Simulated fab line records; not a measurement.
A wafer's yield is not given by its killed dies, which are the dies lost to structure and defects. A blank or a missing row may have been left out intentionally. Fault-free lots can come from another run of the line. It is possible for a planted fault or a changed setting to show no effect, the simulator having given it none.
fab line records	flow sfq-line
[record] lots = 5	wafers = 23
route steps=325 shown M5@205 I5@229 C5@243 M6@252 I6@270 M7@288 I7@300
start-h: hours from the record's opening day to when the first of the lot's shown wafers began	wait-h: how many hours have passed since the lot's step before this one	" identical to the entry in the row above	L1.1+2: a single row standing in for several wafers	- either no value or no given start	* or withheld: withheld	< > ~ a bound
route shown NAME@n: NAME is a module with steps in the file, n the number in the route of the first one	usual: mean/standard deviation taken from wafers without a fault	same: alike in all rows	chamber/n: place in a boat	sites: readings site by site	_std_site: the values' standard deviation	_edge_site: inner sites' mean taken away from outer sites' mean	radius-mm: how far each site lies from the wafer's centre	mask NAME#n: copy n	behind: the most recent tool/chamber to have shaped the wafer	hold: what put the lot on hold/how long, in hours/how the hold closed	device: the n, p or np transistor that did not switch	end of line: the same wafers' tests at the end of the route	a step with no rows: only its recipe	killed: dies lost to structure and defects at the first sort, not the wafer's yield	map: a wafer's dies, marking killed ones x, the rest . and places with no die _
set.NAME: the setting the step ran with; set.NAME@STEP: the setting that earlier step ran with	model.NAME: the simulator's own value behind a step, which no gauge read
lots with deliberately changed settings; one table per step, one row per wafer
[[steps]]
[step SFQ_TRILAYER_M5_BARC_OPEN_METAL_ETCH_161]
[recipe] mask-material = PR	chemistry = O2	target-depth-nm = 125	target = BARC	icp-w = 600	bias-w = 80	pressure-mtorr = 10	time-s = 41.7
lot.wafer	tool	chamber	start-h	wait-h	set.icp-w	set.peb-time-s@TRILAYER_M5_LITHO_PEB_126	model.KrF_of_TRILAYER_M5_LITHO_COAT_123.thk-nm	model.M5.cd-nm
L076.1	rie-metal-01	0	1165.89	0.0	600	60	522.3	698.3
L076.2	"	1	"	"	600	60	521.9	700.3
L076.3	"	0	"	"	538.2	65.21	527.5	688
L076.4	"	1	"	"	538.2	65.21	526.1	687.6
L076.5	"	0	"	"	600	65.21	523	687.6
L079.1	rie-metal-01	0	1196.01	0.0	646.7	60	520.4	698.9
L079.2	"	1	"	"	646.7	60	518.9	696.8
L079.4	"	0	"	"	600	60	522.7	699.4
L079.5	"	1	"	"	646.7	60	519.3	697.8
L079.6	"	0	"	"	600	60	523.8	697
L080.1	rie-metal-01	1	1321.61	0.0	600	60	523.4	700.1
L080.2	"	0	"	"	600	62.53	525.1	694.4
L080.3	"	1	"	"	576.1	62.53	525	694.6
L080.4	"	0	"	"	600	62.53	523.9	695.1
L080.6	"	0	"	"	576.1	60	527.1	700.6
L083.1	rie-metal-02	0	1340.93	0.0	600	60	521.3	699.2
L083.5	"	1	"	"	600	60	521	698.1
L083.6	"	0	"	"	600	60	519.9	699.1
L085.2	rie-metal-02	0	1347.06	0.0	623.2	53.31	520.7	721.8
L085.3	"	0	"	"	600	60	521.4	701.1
L085.4	"	1	"	"	623.2	60	518.7	701.5
L085.5	"	1	"	"	600	53.31	520.8	718
L085.6	"	0	"	"	623.2	53.31	521	720.3
[step SFQ_TRILAYER_M5_ETCH_METAL_ETCH_126]
[recipe] target = Nb	stop-on = SiO2	mask-material = PR	over-etch-frac = 0.15	time-s = 203.2	chemistry = Cl2/BCl3	target-depth-nm = 265	icp-w = 600	bias-w = 78.99	pressure-mtorr = 10
lot.wafer	tool	chamber	start-h	wait-h	set.peb-time-s@TRILAYER_M5_LITHO_PEB_126	model.M5.cd-nm
L076.1	rie-metal-01	0	1165.95	0.0	60	696.8
L076.2	"	1	"	"	60	701
L076.3	"	0	"	"	65.21	686.5
L076.4	"	1	"	"	65.21	688.5
L076.5	"	0	"	"	65.21	685.4
L079.1	rie-metal-01	0	1196.07	0.0	60	698.6
L079.2	"	1	"	"	60	698.7
L079.4	"	0	"	"	60	698.4
L079.5	"	1	"	"	60	698.8
L079.6	"	0	"	"	60	695.6
L080.1	rie-metal-01	1	1321.67	0.0	60	701.4
L080.2	"	0	"	"	62.53	691.2
L080.3	"	1	"	"	62.53	695.1
L080.4	"	0	"	"	62.53	692.1
L080.6	"	0	"	"	60	697.5
L083.1	rie-metal-02	0	1340.99	0.0	60	698.3
L083.5	"	1	"	"	60	697.3
L083.6	"	0	"	"	60	699
L085.2	rie-metal-02	0	1347.12	0.0	53.31	722.2
L085.3	"	0	"	"	60	699.9
L085.4	"	1	"	"	60	702
L085.5	"	1	"	"	53.31	718.8
L085.6	"	0	"	"	53.31	720.6
[step SFQ_TRILAYER_I5_LITHO_COAT_149]
[recipe] resist = BARC	spin-rpm = 3000	resist-thk-nm = 62
lot.wafer	tool	chamber	start-h	wait-h	set.spin-rpm	model.BARC_of_TRILAYER_I5_LITHO_COAT_149.thk-nm
L076.1	litho-track-01	0	1316.52	0.0	2873	63.56
L076.2	"	0	"	"	3000	62.2
L076.3	"	0	"	"	2873	63.23
L076.4	"	0	"	"	3000	62.25
L076.5	"	0	"	"	2873	63.6
L079.1	litho-track-04	0	1336.92	0.0	3000	62.25
L079.2	"	0	"	"	3000	62.45
L079.4	"	0	"	"	3000	62.32
L079.5	"	0	"	"	3000	62.1
L079.6	"	0	"	"	3000	62.16
L080.1	litho-track-01	0	1457.08	0.0	3225	59.95
L080.2	"	0	"	"	3000	62.23
L080.3	"	0	"	"	3000	62.22
L080.4	"	0	"	"	3225	59.88
L080.6	"	0	"	"	3000	62.01
L083.1	litho-track-01	0	1472.68	0.0	3000	62.25
L083.5	"	0	"	"	3000	62.29
L083.6	"	0	"	"	3000	62.11
L085.2	litho-track-04	0	1481.13	0.1	3092	61.33
L085.3	"	0	"	"	3000	62.27
L085.4	"	0	"	"	3092	61.42
L085.5	"	0	"	"	3000	62.07
L085.6	"	0	"	"	3000	62.13
[step SFQ_TRILAYER_C5_LITHO_EXPOSE_152]
[recipe] mask-id = C5	na = 0.6	source-shape = conventional	sigma-outer = 0.65	target-cd-nm = 500	dose-mj = 21.3
lot.wafer	tool	chamber	start-h	wait-h	mask	set.dose-mj
L076.1+2+3+4+5	krf-scanner-02	0	1451.02	-	C5#0	21.3
L079.1+2+4	krf-scanner-01	0	1467.49	-	C5#0	21.3
L079.5+6	"	0	"	"	C5#0	21.87
L080.1+2	krf-scanner-01	0	1580.59	-	C5#0	21.3
L080.3+4+6	"	0	"	"	C5#0	20.44
L083.1+5+6	krf-scanner-02	0	1595.64	-	C5#0	21.3
L085.2+4+5	krf-scanner-02	0	1603.24	-	C5#0	21.87
L085.3+6	"	0	"	"	C5#0	21.3
[step SFQ_TRILAYER_C5_LITHO_PEB_154]
[recipe] peb-temp-c = 115	peb-time-s = 58.39	resist = KrF
[step SFQ_TRILAYER_C5_LITHO_DEVELOP_153]
[recipe] time-s = 60	resist = KrF
[step SFQ_TRILAYER_C5_BARC_OPEN_VIA_ETCH_210]
[recipe] mask-material = PR	chemistry = O2	target-depth-nm = 125	target = BARC	source-w = 500	bias-w = 80	pressure-mtorr = 30	time-s = 41.7
lot.wafer	tool	chamber	start-h	wait-h	set.dose-mj@TRILAYER_C5_LITHO_EXPOSE_152	model.C5.cd-nm
L076.1	rie-diel-04	0	1452.56	0.0	21.3	496.6
L076.2	"	1	"	"	21.3	496.7
L076.3	"	2	"	"	21.3	493.9
L076.4	"	3	"	"	21.3	496.9
L076.5	"	0	"	"	21.3	497.4
L079.1	rie-diel-03	2	1469.03	0.0	21.3	495.2
L079.2	"	0	"	"	21.3	496.8
L079.4	"	1	"	"	21.3	495.9
L079.5	"	2	"	"	21.87	499.6
L079.6	"	1	"	"	21.87	500.1
L080.1	rie-diel-01	3	1582.12	0.0	21.3	497.3
L080.2	"	1	"	"	21.3	497.1
L080.3	"	0	"	"	20.44	489.9
L080.4	"	1	"	"	20.44	492.9
L080.6	"	0	"	"	20.44	488.4
L083.1	rie-diel-04	1	1597.17	0.0	21.3	494.9
L083.5	"	0	"	"	21.3	496.3
L083.6	"	3	"	"	21.3	495.6
L085.2	rie-diel-03	0	1604.57	0.0	21.87	502.6
L085.3	"	3	"	"	21.3	497.1
L085.4	"	2	"	"	21.87	500.5
L085.5	"	2	"	"	21.87	499.7
L085.6	"	1	"	"	21.3	497.6
[step SFQ_TRILAYER_C5_ETCH_VIA_ETCH_154]
[recipe] target = SiO2	mask-material = PR	chemistry = CHF3	target-depth-nm = 84	source-w = 500	bias-w = 80	pressure-mtorr = 30	time-s = withheld	stop-on = Nb
lot.wafer	tool	chamber	start-h	wait-h	set.dose-mj@TRILAYER_C5_LITHO_EXPOSE_152	model.C5.cd-nm
L076.1	rie-diel-04	0	1452.60	0.0	21.3	495.8
L076.2	"	1	"	"	21.3	496.8
L076.3	"	2	"	"	21.3	493.9
L076.4	"	3	"	"	21.3	497.9
L076.5	"	0	"	"	21.3	496.7
L079.1	rie-diel-03	2	1469.07	0.0	21.3	495
L079.2	"	0	"	"	21.3	496.7
L079.4	"	1	"	"	21.3	495.2
L079.5	"	2	"	"	21.87	499.3
L079.6	"	1	"	"	21.87	499.5
L080.1	rie-diel-01	3	1582.16	0.0	21.3	497.8
L080.2	"	1	"	"	21.3	497.4
L080.3	"	0	"	"	20.44	490
L080.4	"	1	"	"	20.44	493.4
L080.6	"	0	"	"	20.44	488.3
L083.1	rie-diel-04	1	1597.21	0.0	21.3	495.2
L083.5	"	0	"	"	21.3	495.7
L083.6	"	3	"	"	21.3	496
L085.2	rie-diel-03	0	1604.61	0.0	21.87	502.8
L085.3	"	3	"	"	21.3	496.8
L085.4	"	2	"	"	21.87	500.7
L085.5	"	2	"	"	21.87	499.8
L085.6	"	1	"	"	21.3	497.4
[step SFQ_TRILAYER_M6_DEP_SPUTTER_157]
[recipe] material = Nb	base-pressure-pa = 1.33e-06	chamber-pressure-pa = 0.1333	substrate-temp-c = 20	target-thk-nm = 200	power-w = 2000	time-s = 133.3
lot.wafer	tool	chamber	start-h	wait-h	set.power-w	model.Nb_of_TRILAYER_M6_DEP_SPUTTER_157.thk-nm
L076.1	pvd-sputter-05	-	1453.45	0.0	2000	203.4
L076.2	"	-	"	"	1785	180
L076.3	"	-	"	"	1785	179.4
L076.4	"	-	"	"	2000	201.6
L076.5	"	-	"	"	1785	179.5
L079.1	pvd-sputter-03	-	1469.92	0.0	2165	215.2
L079.2	"	-	"	"	2000	200.8
L079.4	"	-	"	"	2165	214.7
L079.5	"	-	"	"	2000	198.9
L079.6	"	-	"	"	2165	217
L080.1	pvd-sputter-03	-	1583.02	0.0	1920	191.6
L080.2	"	-	"	"	1920	194.3
L080.3	"	-	"	"	1920	191.7
L080.4	"	-	"	"	2000	201
L080.6	"	-	"	"	2000	200.2
L083.1	pvd-sputter-05	-	1598.08	0.0	2000	198.2
L083.5	"	-	"	"	2000	199.2
L083.6	"	-	"	"	2000	201.5
L085.2	pvd-sputter-03	-	1605.47	0.0	2000	200.7
L085.3	"	-	"	"	2000	196.7
L085.4	"	-	"	"	2000	200.8
L085.5	"	-	"	"	2000	199.8
L085.6	"	-	"	"	2000	201.8
[step SFQ_M6_RS_MEAS_938]
[recipe] thk-meas-gauge = four-point-probe	reads = Nb_of_TRILAYER_M6_DEP_SPUTTER_157
[usual] M6_NB_RS = 0.889/0.0093
lot.wafer	tool	chamber	start-h	wait-h	set.power-w@TRILAYER_M6_DEP_SPUTTER_157	M6_NB_RS[ohm/sq]
L076.1	film-metro-03	-	1453.54	0.0	2000	0.873
L076.2	"	-	"	"	1785	0.991
L076.3	"	-	"	"	1785	0.995
L076.4	"	-	"	"	2000	0.883
L076.5	"	-	"	"	1785	0.992
L079.1	film-metro-03	-	1470.01	0.0	2165	0.826
L079.2	"	-	"	"	2000	0.886
L079.4	"	-	"	"	2165	0.830
L079.5	"	-	"	"	2000	0.895
L079.6	"	-	"	"	2165	0.823
L080.1	film-metro-04	-	1583.11	0.0	1920	0.925
L080.2	"	-	"	"	1920	0.913
L080.3	"	-	"	"	1920	0.928
L080.4	"	-	"	"	2000	0.882
L080.6	"	-	"	"	2000	0.887
L083.1	film-metro-01	-	1598.17	0.0	2000	0.899
L083.5	"	-	"	"	2000	0.893
L083.6	"	-	"	"	2000	0.883
L085.2	film-metro-04	-	1605.58	0.1	2000	0.886
L085.3	"	-	"	"	2000	0.904
L085.4	"	-	"	"	2000	0.884
L085.5	"	-	"	"	2000	0.888
L085.6	"	-	"	"	2000	0.880
[step SFQ_TRILAYER_M6_LITHO_COAT_159]
[recipe] resist = KrF	spin-rpm = 3000	resist-thk-nm = 600
lot.wafer	tool	chamber	start-h	wait-h	set.spin-rpm	model.KrF_of_TRILAYER_M6_LITHO_COAT_159.thk-nm
L076.1	litho-track-03	0	1454.02	0.2	3000	600.2
L076.2	"	0	"	"	3000	-
L076.3+5	"	0	"	"	3165	-
L076.4	"	0	"	"	3000	602
L079.1+4+6	litho-track-03	0	1470.49	0.2	3000	-
L079.2	"	0	"	"	3000	602.5
L079.5	"	0	"	"	3000	599.8
L080.1	litho-track-03	0	1583.59	0.2	3000	602.7
L080.2	"	0	"	"	3073	595.5
L080.3	"	0	"	"	3073	595.1
L080.4	"	0	"	"	3073	596.3
L080.6	"	0	"	"	3000	601.2
L083.1	litho-track-02	0	1598.65	0.2	3000	599.8
L083.5	"	0	"	"	3000	598.5
L083.6	"	0	"	"	3000	599.9
L085.2	litho-track-02	0	1606.09	0.2	3000	599.7
L085.3	"	0	"	"	3215	579.2
L085.4	"	0	"	"	3215	579.4
L085.5	"	0	"	"	3215	579.1
L085.6	"	0	"	"	3000	598.4
[step SFQ_TRILAYER_M6_LITHO_SOFTBAKE_163]
[recipe] temp-c = withheld	time-s = withheld	resist = KrF
[step SFQ_TRILAYER_M6_LITHO_EXPOSE_160]
[recipe] mask-id = M6	na = 0.6	source-shape = conventional	sigma-outer = 0.65	target-cd-nm = 500	dose-mj = 14.4
[step SFQ_TRILAYER_M6_LITHO_DEVELOP_161]
[recipe] time-s = 60	resist = KrF
[step SFQ_TRILAYER_M6_BARC_OPEN_METAL_ETCH_206]
[recipe] mask-material = PR	chemistry = O2	target-depth-nm = 125	target = BARC	icp-w = 600	bias-w = 80	pressure-mtorr = 10	time-s = 41.7
lot.wafer	tool	chamber	start-h	wait-h	set.spin-rpm@TRILAYER_M6_LITHO_COAT_159	model.KrF_of_TRILAYER_M6_LITHO_COAT_159.thk-nm
L076.1	rie-metal-03	0	1573.30	0.0	3000	523.1
L076.2	"	1	"	"	3000	-
L076.3+5	"	0	"	"	3165	-
L076.4	"	1	"	"	3000	523.2
L079.1+4+6	rie-metal-02	1,0,0	1591.22	0.0	3000	-
L079.2	"	0	"	"	3000	525
L079.5	"	1	"	"	3000	521.3
L080.1	rie-metal-03	1	1592.37	0.0	3000	523.4
L080.2	"	0	"	"	3073	518.2
L080.3	"	1	"	"	3073	516.3
L080.4	"	0	"	"	3073	518.6
L080.6	"	1	"	"	3000	522.2
L083.1	rie-metal-03	1	1600.77	0.0	3000	521
L083.5	"	1	"	"	3000	520.4
L083.6	"	0	"	"	3000	523.1
L085.2	rie-metal-02	0	1608.02	0.0	3000	523
L085.3	"	1	"	"	3215	501.2
L085.4	"	0	"	"	3215	502.9
L085.5	"	0	"	"	3215	502.3
L085.6	"	1	"	"	3000	521.1
[step SFQ_TRILAYER_M6_ETCH_METAL_ETCH_162]
[recipe] target = Nb	stop-on = SiO2	mask-material = PR	chemistry = Cl2/Ar	target-depth-nm = 240	icp-w = 600	bias-w = 80	pressure-mtorr = 10	time-s = 116.9
[usual] oes-product-au = 0.907/0.007
lot.wafer	tool	chamber	start-h	wait-h	set.power-w@TRILAYER_M6_DEP_SPUTTER_157	set.spin-rpm@TRILAYER_M6_LITHO_COAT_159	oes-product-au	model.KrF_of_TRILAYER_M6_LITHO_COAT_159.thk-nm
L076.1	rie-metal-03	0	1573.36	0.0	2000	3000	0.919	386
L076.2	"	1	"	"	1785	3000	0.849	-
L076.3	"	0	"	"	1785	3165	0.850	-
L076.4	"	1	"	"	2000	3000	0.912	381.5
L076.5	"	0	"	"	1785	3165	0.849	-
L079.1	rie-metal-02	1	1591.28	0.0	2165	3000	0.956	-
L079.2	"	0	"	"	2000	3000	0.905	387.6
L079.4	"	0	"	"	2165	3000	0.945	-
L079.5	"	1	"	"	2000	3000	0.906	380.3
L079.6	"	0	"	"	2165	3000	0.961	-
L080.1	rie-metal-03	1	1592.43	0.0	1920	3000	0.888	382.1
L080.2	"	0	"	"	1920	3073	0.888	380.3
L080.3	"	1	"	"	1920	3073	0.883	374.5
L080.4	"	0	"	"	2000	3073	0.907	380.8
L080.6	"	1	"	"	2000	3000	0.907	380.6
L083.1	rie-metal-03	1	1600.83	0.0	2000	3000	0.897	378.4
L083.5	"	1	"	"	2000	3000	0.907	378.7
L083.6	"	0	"	"	2000	3000	0.912	386.1
L085.2	rie-metal-02	0	1608.08	0.0	2000	3000	0.918	384.7
L085.3	"	1	"	"	2000	3215	0.895	360.5
L085.4	"	0	"	"	2000	3215	0.911	365.9
L085.5	"	0	"	"	2000	3215	0.902	364
L085.6	"	1	"	"	2000	3000	0.911	380.4
[step SFQ_TRILAYER_I6_VIA_LITHO_COAT_174]
[recipe] resist = BARC	spin-rpm = 3000	resist-thk-nm = 62
lot.wafer	tool	chamber	start-h	wait-h	set.spin-rpm	model.BARC_of_TRILAYER_I6_VIA_LITHO_COAT_174.thk-nm
L076.1	litho-track-01	0	1606.41	1.0	3000	61.92
L076.2	"	0	"	"	2795	64.34
L076.3	"	0	"	"	3000	62.09
L076.4	"	0	"	"	2795	64.16
L076.5	"	0	"	"	3000	61.9
L079.1	litho-track-04	0	1615.41	1.0	3217	59.84
L079.2	"	0	"	"	3000	61.87
L079.4	"	0	"	"	3000	61.89
L079.5	"	0	"	"	3217	59.64
L079.6	"	0	"	"	3217	59.79
L080.1	litho-track-02	0	1617.57	1.0	3192	60.22
L080.2	"	0	"	"	3000	62.06
L080.3	"	0	"	"	3192	60.15
L080.4	"	0	"	"	3000	62.12
L080.6	"	0	"	"	3192	60.07
L083.1	litho-track-04	0	1624.41	1.0	3000	61.99
L083.5	"	0	"	"	3000	61.91
L083.6	"	0	"	"	3000	61.9
L085.2	litho-track-04	0	1630.46	0.8	3000	61.74
L085.3	"	0	"	"	3000	61.55
L085.4	"	0	"	"	3130	60.56
L085.5	"	0	"	"	3130	60.48
L085.6	"	0	"	"	3130	60.74
[step SFQ_TRILAYER_I6_VIA_BARC_OPEN_VIA_ETCH_235]
[recipe] mask-material = PR	chemistry = O2	target-depth-nm = 125	target = BARC	source-w = 500	bias-w = 80	pressure-mtorr = 30	time-s = 41.7
lot.wafer	tool	chamber	start-h	wait-h	set.bias-w	set.spin-rpm@TRILAYER_M6_LITHO_COAT_159	model.etch.depth-nm
L076.1	rie-diel-04	1	1724.85	0.0	80	3000	-
L076.2+4	"	2,3	"	"	70.5	3000	-
L076.3	"	0	"	"	70.5	3165	-
L076.5	"	1	"	"	80	3165	-
L079.1+5	rie-diel-01	2,1	1732.05	0.0	80	3000	-
L079.2+4+6	"	3,3,2	"	"	85.26	3000	-
L080.1	rie-diel-01	1	1735.65	0.0	80	3000	60.22
L080.2	"	2	"	"	74.67	3073	-
L080.3	"	3	"	"	80	3073	60.15
L080.4	"	3	"	"	80	3073	-
L080.6	"	2	"	"	74.67	3000	-
L083.1	rie-diel-04	2	1741.65	0.0	80	3000	61.99
L083.5	"	1	"	"	80	3000	61.91
L083.6	"	2	"	"	80	3000	61.9
L085.2	rie-diel-02	0	1747.83	0.0	80	3000	-
L085.3+4	"	3,1	"	"	83.73	3215	-
L085.5	"	2	"	"	80	3215	60.48
L085.6	"	3	"	"	80	3000	60.74
[step SFQ_TRILAYER_M7_LITHO_EXPOSE_178]
[recipe] mask-id = M7	na = 0.6	source-shape = conventional	sigma-outer = 0.65	target-cd-nm = 500	dose-mj = 14.4
lot.wafer	tool	chamber	start-h	wait-h	mask	set.dose-mj
L076.1+4	krf-scanner-02	0	1731.89	-	M7#0	14.4
L076.2+3+5	"	0	"	"	M7#0	13.42
L079.1+2+4+5+6	krf-scanner-01	0	1833.92	-	M7#0	14.4
L080.1+3	krf-scanner-01	0	1839.92	-	M7#0	14.4
L080.2+4+6	"	0	"	"	M7#0	13.4
L083.1+5+6	krf-scanner-01	0	1850.72	-	M7#0	14.4
L085.2+4	krf-scanner-01	0	1860.52	-	M7#0	14.4
L085.3+5+6	"	0	"	"	M7#0	13.44
[step SFQ_TRILAYER_M7_BARC_OPEN_METAL_ETCH_229]
[recipe] mask-material = PR	chemistry = O2	target-depth-nm = 125	target = BARC	icp-w = 600	bias-w = 80	pressure-mtorr = 10	time-s = 41.7
lot.wafer	tool	chamber	start-h	wait-h	set.icp-w	set.dose-mj@TRILAYER_M7_LITHO_EXPOSE_178	model.M7.cd-nm	model.KrF_of_TRILAYER_M7_LITHO_COAT_177.thk-nm
L076.1	rie-metal-01	0	1733.43	0.0	548.2	14.4	498.9	527.5
L076.2	"	1	"	"	548.2	13.42	511.7	527.8
L076.3	"	0	"	"	548.2	13.42	511.4	527.9
L076.4	"	1	"	"	600	14.4	501.2	523.8
L076.5	"	0	"	"	600	13.42	511	526.4
L079.1	rie-metal-03	0	1835.46	0.0	652.5	14.4	499.2	519.8
L079.2	"	1	"	"	652.5	14.4	499.9	518.9
L079.4	"	0	"	"	600	14.4	499.1	523.7
L079.5	"	0	"	"	600	14.4	499.9	523.2
L079.6	"	1	"	"	600	14.4	501.2	523.3
L080.1	rie-metal-03	0	1841.46	0.0	600	14.4	498.6	522.9
L080.2	"	1	"	"	600	13.4	509.7	523.5
L080.3	"	0	"	"	654.1	14.4	498.8	520.1
L080.4	"	1	"	"	654.1	13.4	512.8	518.1
L080.6	"	0	"	"	654.1	13.4	510.6	520.8
L083.1	rie-metal-01	1	1852.26	0.0	600	14.4	501.7	525.6
L083.5	"	1	"	"	600	14.4	501.1	525.1
L083.6	"	0	"	"	600	14.4	500.7	523.4
L085.2	rie-metal-03	1	1861.88	0.0	600	14.4	501	519.5
L085.3	"	1	"	"	600	13.44	511	520.6
L085.4	"	1	"	"	600	14.4	500.5	522.2
L085.5	"	1	"	"	669.8	13.44	510.2	514.7
L085.6	"	1	"	"	669.8	13.44	511.8	512.8
[step SFQ_TRILAYER_I7_VIA_LITHO_COAT_192]
[recipe] resist = BARC	spin-rpm = 3000	resist-thk-nm = 62
lot.wafer	tool	chamber	start-h	wait-h	set.spin-rpm	model.BARC_of_TRILAYER_I7_VIA_LITHO_COAT_192.thk-nm
L076.1	litho-track-02	0	1738.79	1.0	3189	60.03
L076.2	"	0	"	"	3000	62.17
L076.3	"	0	"	"	3189	60.1
L076.4	"	0	"	"	3000	62.02
L076.5	"	0	"	"	3000	61.83
L079.1	litho-track-02	0	1841.05	1.0	3000	62.34
L079.2	"	0	"	"	2830	63.83
L079.4	"	0	"	"	3000	62.06
L079.5	"	0	"	"	3000	62.12
L079.6	"	0	"	"	2830	63.89
L080.1+2	litho-track-03	0	1847.05	1.0	3104	60.98
L080.3	"	0	"	"	3104	60.91
L080.4	"	0	"	"	3000	61.86
L080.6	"	0	"	"	3000	62.09
L083.1	litho-track-04	0	1857.88	1.0	3000	62.08
L083.5	"	0	"	"	3000	62.15
L083.6	"	0	"	"	3000	61.89
L085.2	litho-track-03	0	1868.05	0.8	3000	61.92
L085.3	"	0	"	"	3000	62.06
L085.4	"	0	"	"	2898	62.93
L085.5	"	0	"	"	2898	63.24
L085.6	"	0	"	"	3000	62.01
[[key]]
[split] step = SFQ_TRILAYER_M5_BARC_OPEN_METAL_ETCH_161	setting = icp-w	stated = 600	by = wafer
[response] step = SFQ_TRILAYER_M5_BARC_OPEN_METAL_ETCH_161	reading = model.KrF_of_TRILAYER_M5_LITHO_COAT_123.thk-nm	change = -0.432	per = 1%	r = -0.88
[split] step = SFQ_TRILAYER_I5_LITHO_COAT_149	setting = spin-rpm	stated = 3000	by = wafer
[response] step = SFQ_TRILAYER_I5_LITHO_COAT_149	reading = model.BARC_of_TRILAYER_I5_LITHO_COAT_149.thk-nm	change = -0.292	per = 1%	r = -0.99
[split] step = SFQ_TRILAYER_C5_LITHO_EXPOSE_152	setting = dose-mj	stated = 21.3	by = wafer
[response] step = SFQ_TRILAYER_C5_BARC_OPEN_VIA_ETCH_210	reading = model.C5.cd-nm	change = +1.54	per = 1%	r = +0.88
[response] step = SFQ_TRILAYER_C5_ETCH_VIA_ETCH_154	reading = model.C5.cd-nm	change = +1.61	per = 1%	r = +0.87
[split] step = SFQ_TRILAYER_M6_DEP_SPUTTER_157	setting = power-w	stated = 2000	by = wafer
[response] step = SFQ_TRILAYER_M6_DEP_SPUTTER_157	reading = model.Nb_of_TRILAYER_M6_DEP_SPUTTER_157.thk-nm	change = +2.04	per = 1%	r = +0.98
[response] step = SFQ_M6_RS_MEAS_938	reading = M6_NB_RS	change = -0.00961	per = 1%	r = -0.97
[response] step = SFQ_TRILAYER_M6_ETCH_METAL_ETCH_162	reading = oes-product-au	change = +0.00599	per = 1%	r = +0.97
[split] step = SFQ_TRILAYER_M6_LITHO_COAT_159	setting = spin-rpm	stated = 3000	by = wafer
[response] step = SFQ_TRILAYER_M6_LITHO_COAT_159	reading = model.KrF_of_TRILAYER_M6_LITHO_COAT_159.thk-nm	change = -2.75	per = 1%	r = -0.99
[response] step = SFQ_TRILAYER_M6_BARC_OPEN_METAL_ETCH_206	reading = model.KrF_of_TRILAYER_M6_LITHO_COAT_159.thk-nm	change = -2.71	per = 1%	r = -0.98
[response] step = SFQ_TRILAYER_M6_ETCH_METAL_ETCH_162	reading = model.KrF_of_TRILAYER_M6_LITHO_COAT_159.thk-nm	change = -2.51	per = 1%	r = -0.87
[response] step = SFQ_TRILAYER_I6_VIA_BARC_OPEN_VIA_ETCH_235	reading = model.etch.depth-nm	change = -0.0357	per = 1%	r = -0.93
[split] step = SFQ_TRILAYER_I6_VIA_LITHO_COAT_174	setting = spin-rpm	stated = 3000	by = wafer
[response] step = SFQ_TRILAYER_I6_VIA_LITHO_COAT_174	reading = model.BARC_of_TRILAYER_I6_VIA_LITHO_COAT_174.thk-nm	change = -0.302	per = 1%	r = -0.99
[split] step = SFQ_TRILAYER_I6_VIA_BARC_OPEN_VIA_ETCH_235	setting = bias-w	stated = 80	by = wafer
response none clear
[split] step = SFQ_TRILAYER_M7_LITHO_EXPOSE_178	setting = dose-mj	stated = 14.4	by = wafer
[response] step = SFQ_TRILAYER_M7_BARC_OPEN_METAL_ETCH_229	reading = model.M7.cd-nm	change = -1.66	per = 1%	r = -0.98
[split] step = SFQ_TRILAYER_M7_BARC_OPEN_METAL_ETCH_229	setting = icp-w	stated = 600	by = wafer
[response] step = SFQ_TRILAYER_M7_BARC_OPEN_METAL_ETCH_229	reading = model.KrF_of_TRILAYER_M7_LITHO_COAT_177.thk-nm	change = -0.469	per = 1%	r = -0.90
[split] step = SFQ_TRILAYER_I7_VIA_LITHO_COAT_192	setting = spin-rpm	stated = 3000	by = wafer
[response] step = SFQ_TRILAYER_I7_VIA_LITHO_COAT_192	reading = model.BARC_of_TRILAYER_I7_VIA_LITHO_COAT_192.thk-nm	change = -0.304	per = 1%	r = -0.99
split outside-this-file step=SFQ_TRILAYER_M5_LITHO_PEB_126 setting=peb-time-s
// split outside-this-file: this setting was split too, and the file shows its column; the key of that split is in another file
